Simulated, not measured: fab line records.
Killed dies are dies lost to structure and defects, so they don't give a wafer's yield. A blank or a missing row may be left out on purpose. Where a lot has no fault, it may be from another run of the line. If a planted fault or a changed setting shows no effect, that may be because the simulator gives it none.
Which tool was responsible?	flow gf180mcu	11 lots with 33 wafers sampled at 5 steps, on a route of 602 steps

WHAT EACH GAUGE READ, for each wafer
GF_PASSIVATION_THK_MEAS_01. Usual: for PASSIVATION_CVD_00_THK the level is 996 nm and the standard deviation is 12.
lot	measured	on	PASSIVATION_CVD_00_THK (nm)	flag
L632	day 28 13:17	filmMetro-04	998 1005 1011	
L633	day 28 16:17	filmMetro-04	990 981 985	
L634	day 29 01:20	filmMetro-01	995 984 996	
L635	day 29 07:35	filmMetro-02	655 656 643	OFF
L636	day 29 16:11	filmMetro-01	653 655 1005	OFF
L638	day 30 08:05	filmMetro-04	988 967 1002	
L647	day 32 16:48	filmMetro-04	999 983 1004	
L648	day 33 03:19	filmMetro-04	958 981 985	
L651	day 33 17:29	filmMetro-04	988 1009 1005	
L652	day 33 19:59	filmMetro-04	995 994 1019	
L654	day 34 08:33	filmMetro-02	972 991 1001	

WHICH TOOL RAN EACH LOT (tool, then ch and the chambers of the sampled wafers, then the start)
lot	GF_V3_ETCH_17	GF_M4_SPUTTER_01	GF_M4_STRIP_17	GF_PASSIVATION_CVD_00
L632	rieDiel-01 ch 0,1,3, day 22 20:55 or earlier	pvdSputter-01, day 22 20:55	plasmaAsher-03 ch 0,1, day 23 20:20	pecvd-04 ch 0,1, day 28 13:13
L633	rieDiel-02 ch 0,3, day 23 03:26 or earlier	pvdSputter-01, day 23 03:26	plasmaAsher-03 ch 0,1, day 24 02:28	pecvd-02 ch 0,2, day 28 16:13
L634	rieDiel-01 ch 1,2,3, day 23 13:13 or earlier	pvdSputter-01, day 23 13:13	plasmaAsher-04 ch 0,1, day 24 12:25	pecvd-02 ch 0,1,2, day 29 01:16
L635	rieDiel-03 ch 1,2,3, day 23 19:39 or earlier	pvdSputter-04, day 23 19:39	plasmaAsher-03 ch 0,1, day 24 18:16	pecvd-02 ch 0,1,2, day 29 07:30
L636	rieDiel-03 ch 1,3, day 24 07:05 or earlier	pvdSputter-01, day 24 07:05	plasmaAsher-04 ch 0,1, day 25 05:34	pecvd-02 ch 0,2, day 29 16:05
L638	rieDiel-02 ch 0,1,2, day 24 23:51 or earlier	pvdSputter-04, day 24 23:51	plasmaAsher-02 ch 0,1, day 25 21:38	pecvd-04 ch 0,1,2, day 30 07:59
L647	rieDiel-01 ch 0,2, day 27 21:40 or earlier	pvdSputter-04, day 27 21:40	plasmaAsher-03 ch 0,1, day 28 17:31	pecvd-01 ch 0,1, day 32 16:43
L648	rieDiel-03 ch 0,3, day 28 08:01 or earlier	pvdSputter-01, day 28 08:01	plasmaAsher-03 ch 0,1, day 29 04:08	pecvd-01 ch 0,1, day 33 03:14
L651	rieDiel-01 ch 0,3, day 29 01:32 or earlier	pvdSputter-02, day 29 01:32	plasmaAsher-03 ch 0,1, day 29 21:38	pecvd-02 ch 0,1,2, day 33 17:24
L652	rieDiel-02 ch 0,1,3, day 29 06:08 or earlier	pvdSputter-04, day 29 06:08	plasmaAsher-03 ch 0,1, day 30 01:02	pecvd-04 ch 1,2, day 33 19:55
L654	rieDiel-01 ch 1,2, day 29 20:19 or earlier	pvdSputter-02, day 29 20:19	plasmaAsher-03 ch 0,1, day 30 15:23	pecvd-01 ch 1,2, day 34 08:28
- GF_V3_ETCH_17: etches SiO2 in C4F8/O2/Ar, stops on TiN, target depth 635 nm.
- GF_M4_SPUTTER_01: material TiN, target thk 30 nm, time 25 s.
- GF_M4_STRIP_17: strips in O2/N2.
- GF_PASSIVATION_CVD_00: deposits SiO2 from TEOS, target thk 1000 nm, time 111.95 s.

AS READ BY THE TOOLS THEMSELVES (means over the sampled wafers that have a number; for cases with no such wafer, the mark the record gives instead)
GF_V3_ETCH_17. Usual: chamberPressureMTorr 39.99 mTorr, standard deviation 0.037; oesProductAu 0.856 a.u., standard deviation 0.0047.
lot	tool	chamberPressureMTorr (mTorr)	oesProductAu (a.u.)	flag
L632	rieDiel-01	40.00	0.855	
L633	rieDiel-02	39.96	0.855	
L634	rieDiel-01	39.96	0.860	
L635	rieDiel-03	39.99	0.858	
L636	rieDiel-03	39.99	0.859	
L638	rieDiel-02	40.00	0.852	
L647	rieDiel-01	40.00	0.858	
L648	rieDiel-03	39.98	0.854	
L651	rieDiel-01	40.01	0.858	
L652	rieDiel-02	39.98	0.861	
L654	rieDiel-01	39.99	0.856	

GF_M4_SPUTTER_01. Usual: throttleValvePct at 30.3 %, with a standard deviation of 0.78.
lot	tool	throttleValvePct (%)	flag
L632	pvdSputter-01	29.4	
L633	pvdSputter-01	29.0	
L634	pvdSputter-01	29.6	
L635	pvdSputter-04	30.8	
L636	pvdSputter-01	29.7	
L638	pvdSputter-04	30.4	
L647	pvdSputter-04	30.9	
L648	pvdSputter-01	30.3	
L651	pvdSputter-02	30.7	
L652	pvdSputter-04	30.4	
L654	pvdSputter-02	30.7	

GF_M4_STRIP_17. Usual: chamberPressureMTorr 1500.2 mTorr, standard deviation 1.4; drypumpMotorCurrentA 5.9 A, standard deviation 0.44; heaterPowerW 344 W, standard deviation 42; oesProductAu 0.558 a.u., standard deviation 0.0048; stripTimeToEndpointS 7.87 s, standard deviation 0.038.
lot	tool	chamberPressureMTorr (mTorr)	drypumpMotorCurrentA (A)	heaterPowerW (W)	oesProductAu (a.u.)	stripTimeToEndpointS (s)	flag
L632	plasmaAsher-03	1501.3	6.0	387	0.556	7.88	
L633	plasmaAsher-03	1500.1	6.0	386	0.561	7.89	
L634	plasmaAsher-04	1499.1	5.5	329	0.566	7.88	
L635	plasmaAsher-03	1501.0	5.6	361	0.563	7.91	
L636	plasmaAsher-04	1500.6	6.0	321	0.557	7.89	
L638	plasmaAsher-02	1501.7	6.0	324	0.554	7.82	
L647	plasmaAsher-03	1499.6	5.6	361	0.559	7.85	
L648	plasmaAsher-03	1499.9	6.0	380	0.557	7.89	
L651	plasmaAsher-03	1501.3	5.6	362	0.555	7.85	
L652	plasmaAsher-03	1499.3	5.6	360	0.562	7.87	
L654	plasmaAsher-03	1500.8	6.0	381	0.555	7.84	

GF_PASSIVATION_CVD_00. Usual: heaterPowerW at 643 W, with a standard deviation of 110.
lot	tool	heaterPowerW (W)	flag
L632	pecvd-04	644	
L633	pecvd-02	628	
L634	pecvd-02	659	
L635	pecvd-02	643	
L636	pecvd-02	636	
L638	pecvd-04	695	
L647	pecvd-01	614	
L648	pecvd-01	599	
L651	pecvd-02	713	
L652	pecvd-04	579	
L654	pecvd-01	558	

THE ANSWER, worked out from the rows above alone
Rule: lot off if the mean of its wafers having a number is beyond 3 standard deviations from the usual mean. Also off: a lot with no number at a reading for which 4 or more lots have one. All remaining lots with rows at the step are treated as sound. The gauges are gone through in route order, then the tools' own readings, and for those a lot's mean is taken as printed above. The first step at which some lot is off is used, and at that step the reading that is off furthest; a lot without a number counts as furthest.
Off: L635, L636, seen at GF_PASSIVATION_THK_MEAS_01 (PASSIVATION_CVD_00_THK).
A tool fits if, at a process step before that reading, it ran every lot that is off, and no sound lot after the first of them. The gauges at GF_PASSIVATION_THK_MEAS_01 are tried like those tools. Because GF_V3_ETCH_17 lacks a start for some lots, the hours and order of its lots are taken from GF_M4_SPUTTER_01. No candidate that was tried fits.

WHAT THE SIMULATOR PUT IN
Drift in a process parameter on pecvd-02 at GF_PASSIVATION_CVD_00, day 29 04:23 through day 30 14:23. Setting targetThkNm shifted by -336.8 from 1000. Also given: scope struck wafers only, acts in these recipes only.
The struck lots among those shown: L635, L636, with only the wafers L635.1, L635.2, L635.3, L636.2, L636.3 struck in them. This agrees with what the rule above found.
